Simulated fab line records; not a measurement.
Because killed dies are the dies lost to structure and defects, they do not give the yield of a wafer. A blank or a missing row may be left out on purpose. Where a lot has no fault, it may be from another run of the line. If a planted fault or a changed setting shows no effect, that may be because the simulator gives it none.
The tool behind it: which one? + flow sky130 + Sampling: 12 lots, 36 wafers, 4 of 708 route steps

## WHAT THE GAUGES READ, wafer by wafer
SKY_FIELD_ISO_THK_MEAS_04.
| lot  | measured    | on            | FIELD_ISO_CVD_03_THK (nm) |
|------|-------------|---------------|---------------------------|
| L169 | day 1 19:02 | film-metro-03 | 164.4 165.1 164.8         |
| L170 | day 1 23:43 | film-metro-03 | 167.3 167.1 163.9         |
| L171 | day 1 23:43 | film-metro-01 | 166.2 166.8 166.3         |
| L175 | day 2 20:17 | film-metro-04 | 164.3 163.3 165.5         |
| L176 | day 3 01:33 | film-metro-01 | 165.7 166.8 165.4         |
| L178 | day 3 10:29 | film-metro-01 | 167.2 165.1 167.0         |
| L179 | day 3 16:50 | film-metro-04 | 166.1 164.9 165.6         |
| L180 | day 3 21:12 | film-metro-04 | 166.8 165.0 167.9         |
| L183 | day 4 12:01 | film-metro-04 | 163.5 162.7 164.0         |
| L184 | day 4 18:25 | film-metro-01 | 163.3 164.4 163.1         |
| L191 | day 6 04:15 | film-metro-03 | 165.6 165.3 164.2         |
| L192 | day 6 09:35 | film-metro-04 | 163.5 164.2 165.3         |

SKY_VT_ADJUST_HVTP_TW_MEAS_11.
| lot  | measured     | on            | VT_ADJUST_HVTP_TW |
|------|--------------|---------------|-------------------|
| L169 | day 6 05:29  | film-metro-04 | 1373 1373 1374    |
| L170 | day 6 11:17  | film-metro-02 | 1358 1353 1359    |
| L171 | day 7 03:40  | film-metro-01 | 1358 1368 1365    |
| L175 | day 7 21:52  | film-metro-01 | 1361 1354 1356    |
| L176 | day 8 00:17  | film-metro-02 | 1357 1359 1362    |
| L178 | day 8 15:44  | film-metro-01 | 1363 1368 1358    |
| L179 | day 8 19:14  | film-metro-02 | 1356 1357 1358    |
| L180 | day 8 23:32  | film-metro-01 | 1361 1368 1362    |
| L183 | day 9 18:19  | film-metro-04 | 1357 1361 1362    |
| L184 | day 10 03:38 | film-metro-04 | 1366 1359 1361    |
| L191 | day 11 22:44 | film-metro-01 | 1311 1313 1309    |
| L192 | day 12 05:13 | film-metro-02 | 1329 1333 1333    |

## WHAT TOOL EACH LOT RAN ON (gives the tool, then ch and the chambers of the sampled wafers, and finally the start)
| lot  | SKY_VT_ADJUST_HVTP_IMPLANT_09   | SKY_VT_ADJUST_HVTP_STRIP_10          |
|------|---------------------------------|--------------------------------------|
| L169 | implanter-04 ch 0, day 6 05:14  | plasma-asher-01 ch 0,1, day 6 05:23  |
| L170 | implanter-03 ch 0, day 6 11:02  | plasma-asher-03 ch 0,1, day 6 11:11  |
| L171 | implanter-03 ch 0, day 7 03:25  | plasma-asher-03 ch 0, day 7 03:34    |
| L175 | implanter-04 ch 0, day 7 21:37  | plasma-asher-03 ch 0,1, day 7 21:46  |
| L176 | implanter-03 ch 0, day 8 00:04  | plasma-asher-04 ch 0,1, day 8 00:12  |
| L178 | implanter-04 ch 0, day 8 15:29  | plasma-asher-01 ch 0,1, day 8 15:37  |
| L179 | implanter-04 ch 0, day 8 18:59  | plasma-asher-01 ch 0,1, day 8 19:08  |
| L180 | implanter-04 ch 0, day 8 23:17  | plasma-asher-03 ch 0,1, day 8 23:26  |
| L183 | implanter-02 ch 0, day 9 18:07  | plasma-asher-01 ch 0,1, day 9 18:14  |
| L184 | implanter-03 ch 0, day 10 03:23 | plasma-asher-03 ch 0,1, day 10 03:32 |
| L191 | implanter-04 ch 0, day 11 22:29 | plasma-asher-04 ch 0,1, day 11 22:37 |
| L192 | implanter-04 ch 0, day 12 05:01 | plasma-asher-03 ch 0,1, day 12 05:07 |
- SKY_VT_ADJUST_HVTP_IMPLANT_09
- SKY_VT_ADJUST_HVTP_STRIP_10: strips in O2/N2.

## WHAT THE TOOLS THEMSELVES READ (means of the sampled wafers that have a number; where no wafer has one, the mark that the record gives instead)
SKY_VT_ADJUST_HVTP_IMPLANT_09.
| lot  | tool         | beam-energy-keV |
|------|--------------|-----------------|
| L169 | implanter-04 | 150.04          |
| L170 | implanter-03 | 149.98          |
| L171 | implanter-03 | 150.02          |
| L175 | implanter-04 | 150.03          |
| L176 | implanter-03 | 150.00          |
| L178 | implanter-04 | 149.98          |
| L179 | implanter-04 | 149.96          |
| L180 | implanter-04 | 150.01          |
| L183 | implanter-02 | 149.99          |
| L184 | implanter-03 | 150.00          |
| L191 | implanter-04 | 134.88          |
| L192 | implanter-04 | 134.97          |

SKY_VT_ADJUST_HVTP_STRIP_10.
| lot  | tool            | drypump-motor-current-A (A) | o2-flow-sccm (sccm) | oes-product-au (a.u.) | strip-time-to-endpoint-s (s) |
|------|-----------------|-----------------------------|---------------------|-----------------------|------------------------------|
| L169 | plasma-asher-01 | 6.6                         | 3007                | 0.718                 | 14.14                        |
| L170 | plasma-asher-03 | 6.2                         | 3005                | 0.715                 | 14.18                        |
| L171 | plasma-asher-03 | 5.6                         | 3004                | 0.714                 | 14.21                        |
| L175 | plasma-asher-03 | 6.1                         | 3000                | 0.714                 | 14.20                        |
| L176 | plasma-asher-04 | 6.2                         | 3014                | 0.715                 | 14.14                        |
| L178 | plasma-asher-01 | 6.5                         | 3001                | 0.711                 | 14.19                        |
| L179 | plasma-asher-01 | 6.5                         | 2996                | 0.712                 | 14.25                        |
| L180 | plasma-asher-03 | 6.1                         | 2999                | 0.713                 | 14.19                        |
| L183 | plasma-asher-01 | 6.6                         | 2988                | 0.714                 | 14.21                        |
| L184 | plasma-asher-03 | 5.9                         | 2991                | 0.717                 | 14.24                        |
| L191 | plasma-asher-04 | 6.0                         | 3006                | 0.716                 | 14.14                        |
| L192 | plasma-asher-03 | 5.9                         | 2990                | 0.716                 | 14.14                        |

## THE ANSWER, worked out from the rows above alone
Rule: the lots themselves supply what counts as usual. Put in order of their means at a reading, lots are off if they are a third of the lots or fewer, leave a main group of 4 or more, and stand apart from it by a gap of 3 or more times the standard deviation of the main group's means; of several such gaps the widest counts. A main group whose means are all the same, to the digits that the tables above print for the reading, isn't used. Also off: a lot with no number at a reading for which 4 or more lots have one. The other lots that the step has rows for count as sound. The gauges are gone through in route order, then the tools' own readings, and for those a lot's mean is taken as printed above. At the first step where some lot is off, the reading lying furthest off is the one used; lots without a number count as furthest.
Off: L191, L192, at SKY_VT_ADJUST_HVTP_TW_MEAS_11 (VT_ADJUST_HVTP_TW). The main group: mean 1362, standard deviation 4.7.
If a tool, at a process step before that reading, ran all the lots that are off and no sound lot after the first of them, it fits. Not tried: the gauges at SKY_VT_ADJUST_HVTP_TW_MEAS_11; whatever is off there is also off at SKY_VT_ADJUST_HVTP_IMPLANT_09, on other tools, and gauge error can't account for it. One candidate fits, namely implanter-04 at SKY_VT_ADJUST_HVTP_IMPLANT_09. A fault onset in the window from L180 (day 8 23:17, its last sound lot) to L191 (day 11 22:29, its first lot off) fits.
The tool's own readings at SKY_VT_ADJUST_HVTP_IMPLANT_09 bear it out: on the lots that are off they differ by more than 5 times the standard deviation of the sound lots' means. beam-energy-keV reads 134.93 there against 150.00 on the sound lots.

## WHAT THE SIMULATOR HAD INSERTED
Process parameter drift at SKY_VT_ADJUST_HVTP_IMPLANT_09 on implanter-04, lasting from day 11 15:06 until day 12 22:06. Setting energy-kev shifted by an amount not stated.
Lots struck among those shown: L191, L192. The rule given above showed the same thing.
